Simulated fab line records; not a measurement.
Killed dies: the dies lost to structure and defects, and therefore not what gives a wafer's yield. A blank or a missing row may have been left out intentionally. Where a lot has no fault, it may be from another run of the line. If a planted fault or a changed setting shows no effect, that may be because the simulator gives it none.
Chamber matching	flow gf180mcu	GF_V2_CMP_26 on cmp-01 has 4 sister chambers
The step polishes, stops on SiO2, t overpolish 15 s, target thk 0 nm. 8 wafers are shown with their chamber, then 8 later ones without.

== WAFERS WITH THEIR CHAMBER ==
wafer	chamber	motor-current-A (A)	retaining-ring-pressure-frac
L869.2	3	9.5	1.007
L869.4	2	10.1	1.003
L873.3	0	11.7	1.003
L873.5	1	11.3	1.005
L874.3	2	9.4	1.010
L874.5	1	10.7	0.991
L874.6	0	11.2	1.007
L876.1	3	9.0	1.001

== WAFERS WHOSE CHAMBER IS MISSING ==
wafer	motor-current-A (A)	retaining-ring-pressure-frac
L876.2	11.4	1.004
L876.4	10.9	1.002
L878.2	9.6	0.998
L878.4	11.2	0.999
L878.5	11.6	0.995
L880.1	10.8	1.001
L880.2	8.9	0.992
L880.4	10.3	1.001

== EACH ONE'S CHAMBER ==
wafer	from the rows above	in truth
L876.2	can't be placed: 0 or 1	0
L876.4	can't be placed: 1 or 0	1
L878.2	can't be placed: 3 or 2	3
L878.4	can't be placed: 1 or 0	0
L878.5	can't be placed: 1 or 0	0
L880.1	can't be placed: 1 or 0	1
L880.2	can't be placed: 3 or 2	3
L880.4	can't be placed: 2 or 1 or 3 or 0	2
0 of 8 placed correctly. Unplaceable from these rows: 8, with the true chamber sitting among the candidates in 8. Number placed wrongly: 0.
How it was worked out, from the rows above alone: a wafer's distance from a chamber is the root of the sum, over the readings, of the square of ((its reading less the chamber's mean) divided by the reading's scatter). The wafer belongs to the nearest chamber; if the next one is less than 2 further off, it can't be placed. Each chamber's mean is taken over the wafers shown for it. The scatter: take each reading less its chamber's mean, square it, sum over the shown wafers, divide by the number of wafers less the number of chambers, and take the root.
